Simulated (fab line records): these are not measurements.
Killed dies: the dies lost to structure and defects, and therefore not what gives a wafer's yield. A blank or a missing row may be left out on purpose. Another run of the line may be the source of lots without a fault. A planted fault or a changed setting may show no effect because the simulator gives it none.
fab line records    flow gf180mcu
[record] lots = 7  wafers = 21  last-day = 33
route steps=602 shown LVPWELL@58 MVSD@66
lots untouched by any fault: they come from a run of this same line in which no faults occurred
start-h: hours from the record's first day to the start of the lot's first wafer shown    wait-h: how many hours have passed since the lot's step before this one    " same as the row above    L1.1+2: a row that stands for several wafers    - no value, or no start given    * or withheld: withheld    < > ~ a bound
route shown NAME@n: a module of which the file shows steps, and the number in the route of the first    usual: average and standard deviation across the fault-free wafers    same: alike in all rows    chamber/n: place in a boat    sites: per-site readings    _std_site: the standard deviation of these    _edge_site: mean of outer sites minus mean of inner sites    radius-mm: how far each site lies from the wafer's centre    mask NAME#n: copy n    behind: the tool/chamber that last shaped the wafer    hold: cause of the lot's hold/its duration in hours/its outcome    device: transistor that didn't switch, given as n, p or np    end of line: the same wafers' tests at the end of the route    a step without rows: its recipe alone    killed: at the first sort, the dies lost to defects and structure; wafer yield is something else    map: per-die view of a wafer (x killed, . not killed, _ where there is no die)
set.NAME: the setting the step ran with; set.NAME@STEP: the setting that earlier step ran with    model.NAME: the simulator's own value behind a step, which no gauge read
a table for each step, a row for each wafer; lots at some steps of the route
services: the hour from which a tool's chamber was out of use, counted from the record's first day as start-h (under 0 if before that day), plus the number of hours and why
[[steps]]
[step GF_LVPWELL_EXPOSE_04]
[recipe] mask-id = LVPWELL  target-cd-nm = 600  na = 0.6  source-shape = conventional  sigma-outer = 0.6  dose-mj = 260
[step GF_LVPWELL_PEB_05]
[recipe] temp-c = 115  time-s = withheld
[step GF_LVPWELL_DEVELOP_06]
[recipe] wall-angle-deg = 90  develop-time-s = 60  dev-temp-c = 23
[step GF_LVPWELL_OVL_MEAS_07]
[usual] LVPWELL_OVL = 0.1/1.4
lot.wafer  tool        chamber  start-h  wait-h  LVPWELL_OVL[nm]
L766.2     overlay-01  -        91.97    -       2.1
L766.3     "           -        "        "       1.5
L766.6     "           -        "        "       -0.4
L767.1     overlay-02  -        97.16    -       0.2
L767.4     "           -        "        "       0.1
L767.6     "           -        "        "       0.3
L768.4     overlay-01  -        101.83   -       0.2
L768.5     "           -        "        "       0.5
L768.6     "           -        "        "       2.2
L774.2     overlay-01  -        132.61   -       3.2
L774.3     "           -        "        "       2.3
L774.6     "           -        "        "       2.2
L776.2     overlay-01  -        156.62   -       -0.4
L776.3     "           -        "        "       2.2
L776.6     "           -        "        "       -0.8
L779.1     overlay-01  -        161.86   -       4.6
L779.3     "           -        "        "       2.4
L779.4     "           -        "        "       2.6
L778.2     overlay-02  -        161.86   -       -0.4
L778.3     "           -        "        "       -0.1
L778.6     "           -        "        "       -1.1
[step GF_LVPWELL_IMPLANT_08]
[recipe] species = B  energy-kev = 170  dose-cm2 = 1.5e+13  tilt-deg = 0
[step GF_LVPWELL_IMPLANT_09]
[recipe] species = B  energy-kev = 60  dose-cm2 = 5e+12  tilt-deg = 0
[step GF_LVPWELL_STRIP_10]
[recipe] chemistry = O2/N2  power-w = 1400  pressure-mtorr = 1500  platen-temp-c = 250  o2-flow-sccm = 3000  n2-flow-sccm = 300  overash-fraction = 0.5
[usual] drypump-motor-current-A = 5.6/0.5  heater-power-w = 338/30  oes-product-au = 0.722/0.0043  strip-time-to-endpoint-s = 36.96/0.1
lot.wafer  tool             chamber  start-h  wait-h  drypump-motor-current-A  heater-power-w  oes-product-au  rf-hours-counter-h  strip-time-to-endpoint-s
L766.2     plasma-asher-04  0        92.30    0.1     5.7                      326             0.727           41                  36.84
L766.3     "                1        "        "       6.4                      335             0.727           -                   36.83
L766.6     "                0        "        "       5.7                      321             0.718           -                   36.71
L767.1     plasma-asher-04  0        97.50    0.1     5.7                      329             0.725           41                  36.96
L767.4     "                0        "        "       5.7                      337             0.726           -                   36.98
L767.6     "                0        "        "       5.7                      323             0.723           -                   37.08
L768.4     plasma-asher-02  0        102.18   0.1     5.6                      271             0.730           -                   37.04
L768.5     "                1        "        "       5.7                      339             0.724           -                   36.95
L768.6     "                0        "        "       5.6                      264             0.722           -                   37.06
L774.2     plasma-asher-01  0        132.94   0.1     5.1                      357             0.721           35                  37.03
L774.3     "                0        "        "       5.1                      361             0.715           -                   36.93
L774.6     "                1        "        "       5.0                      382             0.721           -                   36.83
L776.2     plasma-asher-01  0        156.95   0.1     5.1                      357             0.723           37                  37.18
L776.3     "                1        "        "       5.0                      382             0.722           -                   37.08
L776.6     "                0        "        "       5.1                      355             0.720           -                   36.97
L778.2     plasma-asher-02  1        162.19   0.1     5.7                      340             0.720           5                   36.91
L778.3     "                1        "        "       5.8                      347             0.717           -                   37.03
L778.6     "                1        "        "       5.8                      342             0.720           -                   36.90
L779.1     plasma-asher-01  0        162.20   0.1     5.1                      349             0.727           38                  36.92
L779.3     "                0        "        "       5.1                      352             0.715           -                   36.91
L779.4     "                1        "        "       5.0                      376             0.725           -                   37.00
[step GF_LVPWELL_TW_MEAS_11]
[usual] LVPWELL_TW = 562/5.9
lot.wafer  tool           chamber  start-h  wait-h  LVPWELL_TW
L766.2     film-metro-04  -        92.41    0.1     565
L766.3     "              -        "        "       563
L766.6     "              -        "        "       568
L767.1     film-metro-02  -        97.60    0.1     551
L767.4     "              -        "        "       551
L767.6     "              -        "        "       556
L768.4     film-metro-02  -        102.28   0.1     551
L768.5     "              -        "        "       551
L768.6     "              -        "        "       555
L774.2     film-metro-04  -        133.05   0.1     568
L774.3     "              -        "        "       571
L774.6     "              -        "        "       571
L776.2     film-metro-04  -        157.06   0.1     565
L776.3     "              -        "        "       566
L776.6     "              -        "        "       567
L779.1     film-metro-01  -        162.30   0.1     552
L779.3     "              -        "        "       556
L779.4     "              -        "        "       556
L778.2     film-metro-04  -        162.30   0.1     565
L778.3     "              -        "        "       566
L778.6     "              -        "        "       566
[step GF_MVSD_DEHYDRATE_00]
[recipe] temp-c = 200  time-s = 60
[step GF_MVSD_HMDS_01]
[recipe] prime-time-s = 60  prime-temp-c = 120
[step GF_MVSD_COAT_02]
[recipe] spin-rpm = 2000  resist-thk-nm = 3000
[step GF_MVSD_SOFTBAKE_03]
[recipe] temp-c = 110  time-s = withheld
[step GF_MVSD_EXPOSE_04]
[recipe] mask-id = MVSD  target-cd-nm = 1000  na = 0.6  source-shape = conventional  sigma-outer = 0.6  dose-mj = 260
[usual] exposure-dose-mJ-cm2 = 260.08/0.28  focus-offset-nm = 0.0/0.63  na = 0.6/0  sigma-outer = 0.6/0  stage-vel-mm-s = 500.03/0.26
lot.wafer  tool              chamber  start-h  wait-h  mask    exposure-dose-mJ-cm2  focus-offset-nm  na   sigma-outer  stage-vel-mm-s
L766.2     iline-stepper-01  -        99.70    -       MVSD#0  -                     -                -    -            -
L766.3     "                 -        "        "       MVSD#0  -                     -                -    -            -
L766.6     "                 -        "        "       MVSD#0  -                     -                -    -            -
L767.1     iline-stepper-02  -        104.03   -       MVSD#0  -                     -                -    -            -
L767.4     "                 -        "        "       MVSD#0  -                     -                -    -            -
L767.6     "                 -        "        "       MVSD#0  -                     -                -    -            -
L768.4     iline-stepper-02  -        107.07   -       MVSD#0  -                     -                -    -            -
L768.5     "                 -        "        "       MVSD#0  -                     -                -    -            -
L768.6     "                 -        "        "       MVSD#0  -                     -                -    -            -
L774.2     iline-stepper-02  0        140.72   -       MVSD#0  259.50                0.8              0.6  0.6          500.17
L774.3     "                 0        "        "       MVSD#0  260.16                0.5              0.6  0.6          500.30
L774.6     "                 0        "        "       MVSD#0  260.12                0.3              0.6  0.6          499.99
L776.2     iline-stepper-02  0        165.17   -       MVSD#0  260.51                0.0              0.6  0.6          500.04
L776.3     "                 0        "        "       MVSD#0  260.31                -0.7             0.6  0.6          499.91
L776.6     "                 0        "        "       MVSD#0  260.74                -0.3             0.6  0.6          500.45
L778.2     iline-stepper-02  0        171.17   -       MVSD#0  259.58                -0.9             0.6  0.6          499.69
L778.3     "                 0        "        "       MVSD#0  259.56                -1.6             0.6  0.6          499.89
L778.6     "                 0        "        "       MVSD#0  259.64                -1.6             0.6  0.6          499.80
L779.1     iline-stepper-02  0        171.27   -       MVSD#0  260.34                -0.1             0.6  0.6          500.07
L779.3     "                 0        "        "       MVSD#0  260.46                -0.2             0.6  0.6          500.46
L779.4     "                 0        "        "       MVSD#0  259.96                -0.1             0.6  0.6          500.51
[step GF_MVSD_PEB_05]
[recipe] temp-c = 115  time-s = withheld
[[services]]
tool              chamber  start-h  hours  kind
plasma-asher-01   -        71.57    1.4    repair
iline-stepper-02  -        108.22   1.7    pm
plasma-asher-02   -        108.75   9.0    pm
plasma-asher-02   0        108.75   9.0    vent-cycle
plasma-asher-02   1        108.75   9.0    vent-cycle
plasma-asher-04   -        115.48   7.0    repair
plasma-asher-02   0        117.75   -      clean
plasma-asher-02   1        117.75   -      clean
plasma-asher-01   -        125.46   1.8    repair
iline-stepper-02  0        135.34   -      calibration
iline-stepper-01  -        140.19   6.0    repair
iline-stepper-01  -        148.05   1.9    repair
iline-stepper-02  -        149.34   -      consumable-replace:lamp
iline-stepper-01  0        156.10   -      calibration
iline-stepper-01  -        168.45   15.4   repair
[[key]]
[first-sign] step = GF_MVSD_EXPOSE_04  reading = tool-record  direction = missing
effect none on later readings
met-at GF_MVSD_EXPOSE_04
struck-wafers L766.2,L766.3,L766.6,L767.1,L767.4,L767.6,L768.4,L768.5,L768.6
sort-left-out L766.2,L766.3,L766.6,L767.1,L767.4,L767.6,L768.4,L768.5,L768.6
tester-left-out L766,L767,L768
[fault] kind = skipped-step-whole  tool = iline-stepper-01,iline-stepper-02  chamber = -  onset-h = 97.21  steps = GF_MVSD_EXPOSE_04  scope = struck-lots-only
// tester-left-out: of these lots the tester's yield and bins aren't shown, on N5 and GAA mostly nor the transistor test; their killed dies are dies lost to structure and defects alone, not to doping, threshold or leakage, so they don't give the yield
// sort-left-out: the simulated sort isn't trusted on such a fault, so these wafers' sort isn't shown, and their yield isn't known
